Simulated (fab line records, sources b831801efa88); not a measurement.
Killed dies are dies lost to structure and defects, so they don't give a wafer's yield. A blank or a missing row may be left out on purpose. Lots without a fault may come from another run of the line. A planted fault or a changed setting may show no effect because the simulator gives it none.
Which tool did it? | flow gf180mcu | 10 lots, 29 wafers sampled, at 4 steps of a route of 602

WHAT THE GAUGES READ, wafer by wafer
GF_M2_RS_MEAS_05: measures by four-point-probe.
lot  | measured     | on            | M2_ALCU_RS (ohm/sq)
L446 | day 18 15:19 | film_metro-04 | 0.0693 0.0686 0.0692
L447 | day 19 02:29 | film_metro-04 | 0.0687 0.0686 0.0686
L451 | day 20 20:33 | film_metro-04 | 0.0693 0.0693 0.0693
L453 | day 21 08:49 | film_metro-01 | 0.0694 0.0817
L457 | day 22 12:39 | film_metro-04 | 0.0694 0.0695 0.0819
L459 | day 23 10:16 | film_metro-04 | 0.0697 0.0692 0.0689
L463 | day 24 17:56 | film_metro-02 | 0.0690 0.0701 0.0692
L465 | day 25 07:36 | film_metro-04 | 0.0694 0.0693 0.0688
L466 | day 25 13:55 | film_metro-02 | 0.0690 0.0687 0.0690
L467 | day 26 01:58 | film_metro-02 | 0.0693 0.0692 0.0696

WHICH TOOL RAN EACH LOT (tool, then ch and the chambers of the sampled wafers, then the start)
lot  | GF_V1_SPUTTER_22             | GF_M2_SPUTTER_00             | GF_M2_SPUTTER_02
L446 | pvd_sputter-03, day 18 14:28 | pvd_sputter-01, day 18 15:05 | pvd_sputter-01, day 18 15:13
L447 | pvd_sputter-03, day 19 01:37 | pvd_sputter-04, day 19 02:14 | pvd_sputter-04, day 19 02:22
L451 | pvd_sputter-03, day 20 19:40 | pvd_sputter-04, day 20 20:17 | pvd_sputter-04, day 20 20:25
L453 | pvd_sputter-03, day 21 07:55 | pvd_sputter-04, day 21 08:33 | pvd_sputter-04, day 21 08:41
L457 | pvd_sputter-03, day 22 11:46 | pvd_sputter-04, day 22 12:23 | pvd_sputter-04, day 22 12:31
L459 | pvd_sputter-03, day 23 09:25 | pvd_sputter-02, day 23 10:02 | pvd_sputter-02, day 23 10:10
L463 | pvd_sputter-04, day 24 17:03 | pvd_sputter-01, day 24 17:41 | pvd_sputter-01, day 24 17:49
L465 | pvd_sputter-03, day 25 06:43 | pvd_sputter-02, day 25 07:22 | pvd_sputter-02, day 25 07:29
L466 | pvd_sputter-03, day 25 13:03 | pvd_sputter-02, day 25 13:41 | pvd_sputter-02, day 25 13:49
L467 | pvd_sputter-04, day 26 01:07 | pvd_sputter-04, day 26 01:44 | pvd_sputter-04, day 26 01:52
- GF_V1_SPUTTER_22: material TiN, target thk 10 nm, time 40 s.
- GF_M2_SPUTTER_00: material Ti, target thk 37.5 nm, time 150 s.
- GF_M2_SPUTTER_02: material AlCu, target thk 450 nm, time 23.9 s.

THE ANSWER, worked out from the rows above alone
Rule: what is usual is taken from the lots themselves. Put in order of their means at a reading, lots are off if they are a third of the lots or fewer, leave a main group of 4 or more, and stand apart from it by a gap of 3 or more times the standard deviation of the main group's means; of several such gaps the widest counts. A main group whose means are all the same, to the digits that the tables above print for the reading, isn't used. A lot without any number at a reading at which 4 lots or more have one is off too. The other lots that the step has rows for count as sound.
Off: L453, L457, at GF_M2_RS_MEAS_05 (M2_ALCU_RS). The main group: mean 0.0691 ohm/sq, standard deviation 0.00025.
A tool fits if, at a process step before that reading, it ran every lot that is off, and no sound lot after the first of them. The gauges at GF_M2_RS_MEAS_05 are tried like those tools. None of those tried fits.

WHAT THE SIMULATOR HAD PUT IN
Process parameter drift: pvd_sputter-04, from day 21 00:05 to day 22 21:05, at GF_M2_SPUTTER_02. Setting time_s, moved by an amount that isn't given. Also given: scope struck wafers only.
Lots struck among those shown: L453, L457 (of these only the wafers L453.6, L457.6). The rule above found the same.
